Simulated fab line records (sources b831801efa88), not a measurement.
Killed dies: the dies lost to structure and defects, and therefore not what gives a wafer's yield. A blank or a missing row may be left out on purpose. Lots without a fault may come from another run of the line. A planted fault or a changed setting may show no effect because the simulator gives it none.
A struck lot beside a sound one ; flow sky130 ; 25 out of 708 route steps
Sound: the wafers L535.2, L535.3, L535.4. Struck: wafers L544.3, L544.4, L544.5. The cause is given at the end.
Each step with rows lists, per side, the tool, then ch with its chambers, then its first start. Under that, the readings that differ: sound wafers ; struck wafers ; difference of the means ; sigmas: that difference in standard deviations of wafers without a fault.
alike: readings whose means differ by less than 2 such deviations, and words and numbers that are the same on both sides. not compared: withheld readings, readings that some wafer has no value for, bounds like >300 that may hide the same value, and numbers for which the record gives no deviation and whose values overlap.
A row with sigmas, a row that says differs or no value, or rows on one side alone: a step with any of these is where the two part. When numbers do not overlap yet have no deviation, they are printed without sigmas and do not part them. A reading missing from all wafers of one side parts the sides only when that side holds two or more wafers.

SKY_POLY_CUT_ETCH_11: etches Si3N4 in CF4/CH2F2/Ar, stops on poly-Si, time 42.5 s, target depth 60 nm.
  sound on rie diel-01 ch 0,1,3, day 27 14:53; struck on rie diel-01 ch 0,2, day 29 20:52
  alike: cf4 flow sccm, chamber pressure mTorr, drypump motor current A, oes product au, throttle valve pct
  not compared: rf hours counter h
SKY_POLY_CUT_STRIP_12: strips in O2/N2.
  sound on plasma asher-04 ch 0,1, day 27 14:55; struck on plasma asher-01 ch 0,1, day 29 20:56
  alike: chamber pressure mTorr, drypump motor current A, o2 flow sccm, oes product au, strip time to endpoint s
  not compared: rf hours counter h
then, 7 steps without rows for these wafers: SKY_SD_P_DEHYDRATE_00 (time 60 s); SKY_SD_P_HMDS_01 (prime time 60 s); SKY_SD_P_COAT_02 (resist thk 1140 nm); SKY_SD_P_SOFTBAKE_03 (time 60 s); SKY_SD_P_EXPOSE_04 (exposes mask PSDM, target cd 380 nm); SKY_SD_P_PEB_05; SKY_SD_P_DEVELOP_06 (develop time 60 s).
SKY_SD_P_CD_MEAS_07: the cd target is 380 nm.
  sound: cd sem-02 at day 28 19:15; struck: cd sem-02 at day 31 00:07
  alike: cd nm
SKY_SD_P_OVL_MEAS_08:
  sound: overlay-02 at day 28 19:22; struck: overlay-02 at day 31 00:14
reading;sound;struck;difference;sigmas
SD_P_OVL (nm);1.5 0.3 2.5;-0.3 0.1 -2.6;-2.4;-2
then, 1 step without rows for these wafers: SKY_SD_P_IMPLANT_09.
SKY_SD_P_STRIP_10: strips in O2/N2.
  sound on plasma asher-01 ch 0,1, day 28 19:32; struck on plasma asher-04 ch 0,1, day 31 00:26
reading;sound;struck;difference;sigmas
oes product au (a.u.);0.621 0.620 0.628;0.724 0.720 0.724;+0.100;+24
strip time to endpoint s (s);17.50 17.51 17.52;- - -;no value on the struck wafers;
model.NOVOLAK_of_SD_P_COAT_02.thk nm (nm);0 0 0;396.2 397.3 395.9;+396.5;
  alike: chamber pressure mTorr, drypump motor current A, o2 flow sccm
  not compared: rf hours counter h
SKY_SD_P_TW_MEAS_11:
  sound: film metro-02 at day 28 19:39; struck: film metro-04 at day 31 00:32
  alike: SD_P_TW
then, 8 steps without rows for these wafers: SKY_RES_XHIGH_DEHYDRATE_00 (time 60 s); SKY_RES_XHIGH_HMDS_01 (prime time 60 s); SKY_RES_XHIGH_COAT_02 (resist thk 1140 nm); SKY_RES_XHIGH_SOFTBAKE_03 (time 60 s); SKY_RES_XHIGH_EXPOSE_04 (exposes mask URPM, target cd 1270 nm); SKY_RES_XHIGH_PEB_05; SKY_RES_XHIGH_DEVELOP_06 (develop time 60 s); SKY_RES_XHIGH_IMPLANT_07.
SKY_RES_XHIGH_STRIP_08: strips in O2/N2.
  sound on plasma asher-03 ch 0,1, day 29 23:41; struck on plasma asher-01 ch 0,1, day 32 04:39
reading;sound;struck;difference;sigmas
chamber pressure mTorr (mTorr);1502 1455 1499;1498 1499 1498;+13;+3
strip time to endpoint s (s);14.27 14.25 14.26;20.28 20.30 20.29;+6.03;+99 or more
  alike: drypump motor current A, o2 flow sccm, oes product au
  not compared: rf hours counter h
SKY_RES_XHIGH_TW_MEAS_09:
  sound: film metro-04 at day 29 23:48; struck: film metro-02 at day 32 04:44
reading;sound;struck;difference;sigmas
RES_XHIGH_TW;1670 1670 1673;30 30 30;-1641;-99 or more
then, 1 step without rows for these wafers: SKY_SD_N_DEHYDRATE_00 (time 60 s).

## WHERE THEY PART
Last at SKY_RES_XHIGH_TW_MEAS_09 as far as this record goes, first at SKY_SD_P_OVL_MEAS_08.

WHY: what had been put in by the simulator
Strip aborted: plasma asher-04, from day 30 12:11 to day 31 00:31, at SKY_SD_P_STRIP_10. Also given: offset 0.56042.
